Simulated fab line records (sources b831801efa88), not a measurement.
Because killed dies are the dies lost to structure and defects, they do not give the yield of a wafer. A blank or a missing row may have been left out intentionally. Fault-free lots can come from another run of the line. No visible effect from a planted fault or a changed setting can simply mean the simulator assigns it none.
A lot that was struck, set against a sound lot -- flow sky130 -- 26 steps out of a route of 708
Sound: these wafers, L261.1, L261.2, L261.6. The struck wafers were L273.1, L273.2, L273.6. The cause is named last.
At each step with rows: each side's tool, then ch and its chambers, then its first start. Under that, the readings that differ: sound wafers -- struck wafers -- difference of the means -- sigmas: that difference in standard deviations of wafers without a fault.
alike: readings whose means differ by less than 2 such deviations, and words and numbers that are the same on both sides. not compared: withheld readings, readings that some wafer has no value for, bounds like >300 that may hide the same value, and numbers for which the record gives no deviation and whose values overlap.
The two part at a step that has a row with sigmas, a row that says differs or no value, or rows on one side only. Numbers that don't overlap but have no deviation are shown without sigmas and don't part them. A reading that every wafer of one side lacks parts them only if that side has two wafers or more.

SKY_VT_ADJUST_NCORE_STRIP_10: strips in O2/N2.
  sound on plasmaAsher-04 ch 0,1, day 9 02:01; struck on plasmaAsher-02 ch 0,1, day 12 20:22
  alike: chamberPressureMTorr, drypumpMotorCurrentA, oesProductAu, stripTimeToEndpointS
  not compared: rfHoursCounterH
SKY_VT_ADJUST_NCORE_TW_MEAS_11:
  sound: filmMetro-01 at day 9 02:07; struck: filmMetro-01 at day 12 20:28
  alike: VT_ADJUST_NCORE_TW
then, 7 steps without rows for these wafers: SKY_VT_ADJUST_HVTR_DEHYDRATE_00 (time 60 s); SKY_VT_ADJUST_HVTR_HMDS_01 (prime time 60 s); SKY_VT_ADJUST_HVTR_COAT_02 (resist thk 1140 nm); SKY_VT_ADJUST_HVTR_SOFTBAKE_03 (time 60 s); SKY_VT_ADJUST_HVTR_EXPOSE_04 (exposes mask HVTRM, target cd 380 nm); SKY_VT_ADJUST_HVTR_PEB_05; SKY_VT_ADJUST_HVTR_DEVELOP_06 (develop time 60 s).
SKY_VT_ADJUST_HVTR_CD_MEAS_07: the cd target is 380 nm.
  sound: cdSem-01 at day 10 00:08; struck: cdSem-02 at day 13 21:06
  alike: cdNm
SKY_VT_ADJUST_HVTR_OVL_MEAS_08:
  sound: overlay-01 at day 10 00:15; struck: overlay-02 at day 13 21:13
  alike: VT_ADJUST_HVTR_OVL
following that, these wafers have no rows for 1 step: SKY_VT_ADJUST_HVTR_IMPLANT_09.
SKY_VT_ADJUST_HVTR_STRIP_10: strips in O2/N2.
  sound on plasmaAsher-01 ch 0,1, day 10 00:26; struck on plasmaAsher-03 ch 0,1, day 13 21:25
  no value came back on the struck wafers for chamberPressureMTorr (mTorr), drypumpMotorCurrentA (A), oesProductAu (a.u.), stripTimeToEndpointS (s); on the sound wafers chamberPressureMTorr (mTorr) reads 1500.1 1500.9 1497.1
reading,sound,struck,difference,sigmas
model.NOVOLAK_of_VT_ADJUST_HVTR_COAT_02.thkNm (nm),0 0 0,1145 1145 1143,+1144,
  not compared: rfHoursCounterH
SKY_VT_ADJUST_HVTR_TW_MEAS_11:
  sound: filmMetro-01 at day 10 00:32; struck: filmMetro-01 at day 13 21:31
  alike: VT_ADJUST_HVTR_TW
then, 7 steps without rows for these wafers: SKY_VT_ADJUST_PCH_DEHYDRATE_00 (time 60 s); SKY_VT_ADJUST_PCH_HMDS_01 (prime time 60 s); SKY_VT_ADJUST_PCH_COAT_02 (resist thk 3000 nm); SKY_VT_ADJUST_PCH_SOFTBAKE_03; SKY_VT_ADJUST_PCH_EXPOSE_04 (exposes mask NWM, target cd 840 nm); SKY_VT_ADJUST_PCH_PEB_05; SKY_VT_ADJUST_PCH_DEVELOP_06 (develop time 60 s).
SKY_VT_ADJUST_PCH_OVL_MEAS_07:
  sound: overlay-01 at day 10 22:50; struck: overlay-02 at day 14 23:57
  alike: VT_ADJUST_PCH_OVL
following that, these wafers have no rows for 1 step: SKY_VT_ADJUST_PCH_IMPLANT_08.
SKY_VT_ADJUST_PCH_STRIP_09: strips in O2/N2.
  sound on plasmaAsher-02 ch 0,1, day 10 23:01; struck on plasmaAsher-04 ch 0,1, day 15 00:08
reading,sound,struck,difference,sigmas
oesProductAu (a.u.),0.716 0.715 0.717,0.725 0.732 0.723,+0.011,+2
stripTimeToEndpointS (s),37.05 37.05 36.99,53.70 53.91 53.76,+16.76,+99 or more
  alike: chamberPressureMTorr, drypumpMotorCurrentA
  not compared: rfHoursCounterH
SKY_VT_ADJUST_PCH_TW_MEAS_10:
  sound: filmMetro-02 at day 10 23:07; struck: filmMetro-02 at day 15 00:14
reading,sound,struck,difference,sigmas
VT_ADJUST_PCH_TW,141.7 141.5 141.9,29.6 29.6 29.7,-112.1,-99 or more
then, 1 step without rows for these wafers: SKY_SONOS_TUNNEL_DEHYDRATE_00 (time 60 s).

WHERE THEY PART
At SKY_VT_ADJUST_HVTR_STRIP_10 first; at SKY_VT_ADJUST_PCH_TW_MEAS_10 last (within this record only).

WHY: whatever the simulator had introduced
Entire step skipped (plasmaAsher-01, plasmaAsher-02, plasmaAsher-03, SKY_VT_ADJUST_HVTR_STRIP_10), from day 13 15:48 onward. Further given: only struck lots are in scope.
